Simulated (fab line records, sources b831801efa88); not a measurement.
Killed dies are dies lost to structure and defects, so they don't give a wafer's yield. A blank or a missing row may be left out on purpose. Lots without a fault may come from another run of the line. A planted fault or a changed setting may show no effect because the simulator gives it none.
fab line records | flow sky130
record lots=12 wafers=36 last_day=50
route steps=708 shown VIA3@586 METAL4@629 VIA4@650 PAD_OPEN@708
lots that met no fault: from a run of the same line without faults
start_h: hours from the record's first day to the start of the lot's first wafer shown | wait_h: hours since the lot's step before | " the same as in the row above | L1.1+2: a row that stands for several wafers | - no value, or no start given | * or withheld: withheld | < > ~ a bound
route shown NAME@n: a module of which the file shows steps, and the number in the route of the first | usual: mean/standard deviation of fault-free wafers | same: alike in all rows | chamber/n: place in a boat | sites: the reading at each site | _std_site: their standard deviation | _edge_site: outer sites' mean less inner sites' | radius_mm: how far each site lies from the wafer's centre | mask NAME#n: copy n | behind: the tool/chamber that last shaped the wafer | hold: why the lot was held/for how many hours/how that ended | device: the transistor (n, p or np) that didn't switch | end of line: the same wafers' tests at the end of the route | a step without rows: its recipe alone | killed: dies lost to structure and defects at the first sort, not the wafer's yield | map: a wafer's dies, x killed, . not, _ none there
set.NAME: the setting as run; set.NAME@STEP: as run at that earlier step | model.NAME: the simulator's own value behind a step, which no gauge read
steps of the route over a sample of lots; a table a step, a row a wafer
services: from which hour (start_h, from the record's first day; less than 0 if before it) a tool's chamber was out of use, for how many hours, and why
## steps
# step SKY_VIA3_OVL_MEAS_13
# usual VIA3_OVL=-2/5.5
# columns lot.wafer tool chamber start_h wait_h VIA3_OVL[nm]
L906.1 overlay-01 - 918.90 0.1 5
L906.5 " - " " 3
L906.6 " - " " -5
L907.1 overlay-01 - 927.82 0.1 0
L907.2 " - " " -6
L907.5 " - " " 4
L908.1 overlay-01 - 940.50 0.1 -4
L908.2 " - " " -7
L908.4 " - " " -1
L909.2 overlay-01 - 941.14 0.1 4
L909.4 " - " " -1
L909.5 " - " " 4
L910.3 overlay-01 - 948.10 0.1 -9
L910.4 " - " " -12
L910.6 " - " " -10
L911.2 overlay-02 - 959.08 0.1 -1
L911.4 " - " " 1
L911.5 " - " " -2
L913.2 overlay-02 - 969.09 0.1 -8
L913.5 " - " " -3
L913.6 " - " " -1
L921.2 overlay-01 - 1054.73 0.1 -6
L921.3 " - " " 0
L921.5 " - " " -9
L925.1 overlay-02 - 1062.42 0.1 -7
L925.2 " - " " -6
L925.3 " - " " -2
L926.2 overlay-02 - 1064.38 0.1 1
L926.4 " - " " -8
L926.6 " - " " -11
L928.2 overlay-02 - 1068.63 0.1 2
L928.3 " - " " -4
L928.5 " - " " 1
L929.2 overlay-02 - 1074.44 0.1 -12
L929.5 " - " " -3
L929.6 " - " " -8
# step SKY_METAL4_CD_MEAS_13
# recipe target_cd_nm=300
# usual cd_nm=299.9/1.6
# columns lot.wafer tool chamber start_h wait_h cd_nm
L906.1 cd_sem-01 - 969.31 - 299.7
L906.5 " - " " 298.3
L906.6 " - " " 298.0
L907.1 cd_sem-01 - 976.61 - 298.9
L907.2 " - " " 299.9
L907.5 " - " " 298.6
L908.1 cd_sem-02 - 989.25 - 300.6
L908.2 " - " " 301.8
L908.4 " - " " 300.5
L909.2 cd_sem-02 - 989.63 - 300.6
L909.4 " - " " 300.6
L909.5 " - " " 300.2
L910.3 cd_sem-01 - 998.40 - 300.4
L910.4 " - " " 300.4
L910.6 " - " " 300.2
L911.2 cd_sem-01 - 1007.08 - 297.2
L911.4 " - " " 299.3
L911.5 " - " " 298.9
L913.2 cd_sem-02 - 1018.32 - 299.0
L913.5 " - " " 298.1
L913.6 " - " " 298.5
L921.2 cd_sem-01 - 1098.77 - 301.0
L921.3 " - " " 302.8
L921.5 " - " " 302.0
L925.1 cd_sem-01 - 1104.76 - 298.4
L925.2 " - " " 299.3
L925.3 " - " " 297.6
L926.2 cd_sem-01 - 1107.27 - 297.7
L926.4 " - " " 298.5
L926.6 " - " " 297.3
L928.2 cd_sem-02 - 1111.87 - 302.9
L928.3 " - " " 302.6
L928.5 " - " " 303.0
L929.2 cd_sem-02 - 1117.44 - 298.5
L929.5 " - " " 299.4
L929.6 " - " " 297.8
# step SKY_METAL4_ETCH_16
# recipe chemistry=N2/H2 target=BARC ion_energy_ev=200 bias_w=100 pressure_mtorr=30 n2_flow_sccm=100 h2_flow_sccm=200 icp_w=500 stop_on=SiO2 time_s=88.2 target_depth_a=600
# usual drypump_motor_current_A=5.87/0.26 h2_flow_sccm=199.9/0.65 n2_flow_sccm=100.0/0.31 oes_product_au=0.626/0.0044 run_length_s=116.2/0.42 throttle_valve_pct=13.206/0.0082
# columns lot.wafer tool chamber start_h wait_h drypump_motor_current_A h2_flow_sccm n2_flow_sccm oes_product_au rf_hours_counter_h run_length_s throttle_valve_pct
L906.1 rie_metal-02 1 969.50 0.0 5.72 199.9 100.2 0.619 8 116.4 13.207
L906.5 " 0 " " 5.52 200.7 100.2 0.631 - 116.3 13.198
L906.6 " 1 " " 5.71 200.9 100.6 0.630 - 116.5 13.209
L907.1 rie_metal-04 1 976.80 0.0 6.04 199.4 100.0 0.626 13 115.8 13.200
L907.2 " 0 " " 5.65 198.6 100.3 0.631 4 115.7 13.207
L907.5 " 0 " " 5.66 198.8 99.9 0.625 - 115.7 13.209
L908.1 rie_metal-04 1 989.44 0.0 6.01 199.1 100.2 0.625 14 116.1 13.199
L908.2 " 0 " " 5.66 200.5 100.4 0.618 4 115.8 13.228
L908.4 " 0 " " 5.67 200.5 100.0 0.621 - 116.0 13.204
L909.2 rie_metal-04 0 989.80 0.0 5.69 200.2 100.2 0.647 5 112.3 13.202
L909.4 " 1 " " 6.02 199.3 99.6 0.638 - 111.8 13.214
L909.5 " 0 " " 5.69 200.9 99.8 0.644 - 111.9 13.202
L910.3 rie_metal-02 0 998.65 0.1 5.52 198.9 99.3 0.630 - 116.1 13.196
L910.4 " 0 " " 5.52 200.8 99.6 0.628 - 116.4 13.206
L910.6 " 0 " " 5.51 199.4 99.6 0.623 - 116.1 13.204
L911.2 rie_metal-04 0 1007.25 0.0 5.68 199.5 99.9 0.647 6 112.1 13.220
L911.4 " 1 " " 6.03 200.6 100.1 0.651 - 111.8 13.213
L911.5 " 1 " " 6.05 200.3 99.9 0.643 - 112.0 13.192
L913.2 rie_metal-04 0 1018.49 0.0 5.68 199.8 99.9 0.646 6 112.0 13.211
L913.5 " 1 " " 6.02 198.4 99.8 0.643 - 112.2 13.193
L913.6 " 0 " " 5.68 200.9 99.7 0.659 - 112.0 13.192
L921.2 rie_metal-04 1 1098.94 0.0 6.02 199.8 100.5 0.621 22 115.6 13.209
L921.3 " 1 " " 6.04 199.6 99.6 0.629 - 115.7 13.219
L921.5 " 1 " " 6.01 200.3 100.0 0.627 - 115.8 13.202
L925.1 rie_metal-04 1 1104.95 0.0 6.02 200.9 100.1 0.630 22 116.2 13.191
L925.2 " 0 " " 5.68 200.3 99.8 0.620 13 115.9 13.205
L925.3 " 1 " " 6.02 200.0 100.3 0.622 - 115.9 13.211
L926.2 rie_metal-03 0 1107.44 0.0 6.37 199.7 100.1 0.626 20 116.7 13.205
L926.4 " 1 " " 5.87 200.3 99.9 0.617 - 116.0 13.228
L926.6 " 1 " " 5.88 200.2 100.1 0.629 - 116.2 13.204
L928.2 rie_metal-02 0 1112.04 0.0 5.54 199.6 99.9 0.627 16 115.9 13.198
L928.3 " 0 " " 5.53 199.7 100.1 0.624 - 115.8 13.209
L928.5 " 1 " " 5.70 200.6 100.0 0.623 - 116.5 13.198
L929.2 rie_metal-02 0 1117.61 0.0 5.51 200.4 100.2 0.628 16 116.4 13.202
L929.5 " 0 " " 5.53 200.0 100.5 0.624 - 115.9 13.201
L929.6 " 1 " " 5.74 198.6 100.0 0.625 - 116.6 13.212
# step SKY_VIA4_OVL_MEAS_11
# usual VIA4_OVL=0.2/1.6
# columns lot.wafer tool chamber start_h wait_h VIA4_OVL[nm]
L906.1 overlay-02 - 994.36 0.1 2.3
L906.5 " - " " 1.5
L906.6 " - " " 2.2
L907.1 overlay-01 - 1000.36 0.1 -0.1
L907.2 " - " " -0.2
L907.5 " - " " 1.6
L908.1 overlay-01 - 1013.36 0.1 0.2
L908.2 " - " " 1.3
L908.4 " - " " -0.5
L909.2 overlay-01 - 1013.86 0.1 -2.6
L909.4 " - " " -2.1
L909.5 " - " " -2.2
L910.3 overlay-02 - 1022.53 0.1 2.0
L910.4 " - " " 0.7
L910.6 " - " " -1.3
L911.2 overlay-02 - 1030.47 0.1 4.5
L911.4 " - " " 1.8
L911.5 " - " " 2.2
L913.2 overlay-01 - 1041.92 0.1 0.8
L913.5 " - " " 1.9
L913.6 " - " " 1.4
L921.2 overlay-02 - 1119.52 0.1 -0.2
L921.3 " - " " -1.4
L921.5 " - " " 0.5
L925.1 overlay-01 - 1124.81 0.1 -0.9
L925.2 " - " " 0.2
L925.3 " - " " -0.6
L926.2 overlay-02 - 1127.67 0.1 0.6
L926.4 " - " " -1.3
L926.6 " - " " 0.9
L928.2 overlay-02 - 1132.17 0.1 -2.9
L928.3 " - " " -0.2
L928.5 " - " " 1.7
L929.2 overlay-02 - 1136.96 0.1 -0.8
L929.5 " - " " -1.6
L929.6 " - " " -0.5
# step SKY_PAD_OPEN_PROBE_99
# usual defect_limited_yield=82.8/1.9 killed_at_M0_to_M3=42/6.3 killed_at_M4_up=3.2/1.9 killed_at_contacts=24/5.8 killed_at_front_end=15/4.3 killed_at_other=0.2/0.62 killed_dies=85/9.3 killed_open=46/6.8 killed_short=38/6.1 sort_bin_3_pad_short=0.8/0.43 sort_bin_5_function=10.2/1.5 sort_bin_6_memory=6.2/1.1 sort_n_pass=407/9.3 sort_yield_pct=82.8/1.9
# same gross_dies=492 killed_at_back_side=0 sort_bin_4_leakage[%]=0 sort_bin_8_speed[%]=0
# columns lot.wafer tool chamber start_h wait_h defect_limited_yield[%] killed_at_M0_to_M3 killed_at_M4_up killed_at_contacts killed_at_front_end killed_at_other killed_dies killed_open killed_short sort_bin_3_pad_short[%] sort_bin_5_function[%] sort_bin_6_memory[%] sort_n_pass sort_yield_pct[%]
L913.2 prober-01 - 1108.52 0.1 85.8 30 4 22 14 0 70 41 29 0.6 9.6 4.1 422 85.8
L913.5 prober-01 - 1108.67 0.2 80.7 35 3 46 11 0 95 52 42 1.2 10.6 7.5 397 80.7
L913.6 prober-01 - 1108.72 0.2 84.8 37 1 22 15 0 75 44 30 0.6 8.7 5.9 417 84.8
L921.2 prober-01 - 1177.44 0.1 82.3 49 0 24 14 0 87 42 43 0.2 11.4 6.1 405 82.3
L921.3 prober-01 - 1177.49 0.2 79.9 49 2 22 26 0 99 55 44 0.8 11.2 8.1 393 79.9
L921.5 prober-01 - 1177.59 0.2 80.3 51 0 28 18 0 97 56 40 1.2 12.4 6.1 395 80.3
L925.1 prober-02 - 1182.22 0.1 83.9 41 3 23 12 0 79 39 40 0.4 10.0 5.7 413 83.9
L925.2 prober-02 - 1182.27 0.1 83.1 39 4 19 21 0 83 45 38 0.6 10.2 6.1 409 83.1
L925.3 prober-02 - 1182.32 0.2 80.9 39 7 27 20 1 94 48 46 1.8 9.3 7.9 398 80.9
L926.2 prober-02 - 1185.13 0.1 83.1 35 4 27 13 4 83 48 31 0.4 10.6 5.9 409 83.1
L926.4 prober-02 - 1185.23 0.2 84.3 41 3 22 10 1 77 47 29 1.0 9.6 5.1 415 84.3
L926.6 prober-02 - 1185.33 0.2 84.8 38 3 23 11 0 75 42 33 1.0 8.9 5.3 417 84.8
# killed by level:class
L913.2 VIA1:geometric_particle:open=9 CONTACT:geometric_particle:open=7 CONTACT:geometric_particle:short=6 FIELD_ISO:geometric_particle:open=5 VIA2:geometric_particle:open=5 LOCAL_INTERCONNECT:geometric_particle:short=4 POLY_GATE:geometric_particle:open=3 POLY_GATE:geometric_particle:short=3
L913.5 CONTACT:geometric_particle:open=18 LI_CONTACT:geometric_particle:open=11 VIA1:geometric_particle:open=9 CONTACT:geometric_particle:short=8 VIA1:geometric_particle:short=8 LI_CONTACT:geometric_particle:short=6 VIA3:geometric_particle:open=5 VIA2:geometric_particle:open=4
L913.6 CONTACT:geometric_particle:open=14 VIA1:geometric_particle:open=9 VIA2:geometric_particle:open=8 FIELD_ISO:geometric_particle:short=4 VIA3:geometric_particle:open=4 VIA2:geometric_particle:short=4 VIA1:geometric_particle:short=4 POLY_GATE:geometric_particle:open=3
L921.2 METAL1:geometric_particle:short=9 VIA1:geometric_particle:open=8 VIA3:geometric_particle:open=8 VIA1:geometric_particle:short=6 LOCAL_INTERCONNECT:geometric_particle:short=6 CONTACT:geometric_particle:open=6 VIA2:geometric_particle:open=6 POLY_GATE:geometric_particle:short=4
L921.3 VIA1:geometric_particle:open=11 FIELD_ISO:geometric_particle:open=8 VIA3:geometric_particle:open=7 CONTACT:geometric_particle:open=7 LI_CONTACT:geometric_particle:open=6 METAL2:geometric_particle:short=6 VIA2:geometric_particle:open=6 CONTACT:geometric_particle:short=5
L921.5 VIA1:geometric_particle:short=14 CONTACT:geometric_particle:open=12 VIA1:geometric_particle:open=11 LI_CONTACT:geometric_particle:open=8 VIA2:geometric_particle:open=8 FIELD_ISO:geometric_particle:open=4 POLY_GATE:geometric_particle:open=4 POLY_GATE:geometric_particle:short=3
L925.1 CONTACT:geometric_particle:open=10 METAL2:geometric_particle:short=7 METAL1:geometric_particle:short=7 VIA1:geometric_particle:short=6 VIA2:geometric_particle:open=6 VIA3:geometric_particle:open=5 POLY_GATE:geometric_particle:short=4 LI_CONTACT:geometric_particle:short=4
L925.2 METAL1:geometric_particle:short=12 VIA1:geometric_particle:open=10 POLY_GATE:geometric_particle:short=7 LI_CONTACT:geometric_particle:open=7 CONTACT:geometric_particle:open=7 VIA3:geometric_particle:open=7 POLY_GATE:geometric_particle:open=5 LOCAL_INTERCONNECT:geometric_particle:short=4
L925.3 METAL1:geometric_particle:short=8 LI_CONTACT:geometric_particle:open=7 VIA2:geometric_particle:open=7 VIA1:geometric_particle:open=7 POLY_GATE:geometric_particle:open=6 LI_CONTACT:geometric_particle:short=6 FIELD_ISO:geometric_particle:short=5 CONTACT:geometric_particle:short=5
L926.2 CONTACT:geometric_particle:open=17 VIA1:geometric_particle:open=6 FIELD_ISO:geometric_particle:short=5 FIELD_ISO:geometric_particle:open=4 METAL1:geometric_particle:short=4 VIA2:geometric_particle:open=4 VIA3:geometric_particle:open=4 PAD_OPEN:coat_microbubble_printed=4
L926.4 VIA1:geometric_particle:open=15 CONTACT:geometric_particle:open=10 VIA3:geometric_particle:open=6 CONTACT:geometric_particle:short=5 METAL1:geometric_particle:short=5 METAL2:geometric_particle:short=4 VIA2:geometric_particle:open=4 POLY_GATE:geometric_particle:open=3
L926.6 VIA1:geometric_particle:open=14 CONTACT:geometric_particle:open=7 CONTACT:geometric_particle:short=5 VIA2:geometric_particle:open=5 LI_CONTACT:geometric_particle:open=4 SPACER:geometric_particle:open=3 LOCAL_INTERCONNECT:geometric_particle:short=3 METAL1:geometric_particle:short=3
## services
# columns tool chamber start_h hours kind
rie_metal-02 1 994.78 12.1 repair
rie_metal-03 1 1052.55 9.4 repair
rie_metal-02 - 1054.93 0.3 repair
rie_metal-03 1 1061.95 - clean
rie_metal-03 1 1061.95 15.5 scheduled_down
rie_metal-03 1 1061.95 15.5 vent_cycle
rie_metal-02 - 1094.38 14.6 pm
## key
first_sign step=SKY_METAL4_ETCH_16 reading=run_length_s direction=down sigmas=10 usual=* struck=*
effect step=SKY_METAL4_ETCH_16 reading=oes_product_au direction=up sigmas=4.6 usual=0.626 struck=0.646
met_at SKY_METAL4_ETCH_16
struck_lots L909,L911,L913
not_acting_at SKY_VIA3_OVL_MEAS_13,SKY_METAL4_CD_MEAS_13,SKY_VIA4_OVL_MEAS_11
onset_between 989.44 989.80
fault kind=process_parameter_drift tool=rie_metal-04 chamber=- onset_h=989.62 steps=SKY_METAL4_ETCH_16 channel=time_s offset=* shape=step end_h=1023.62 acts_in=* stated=*
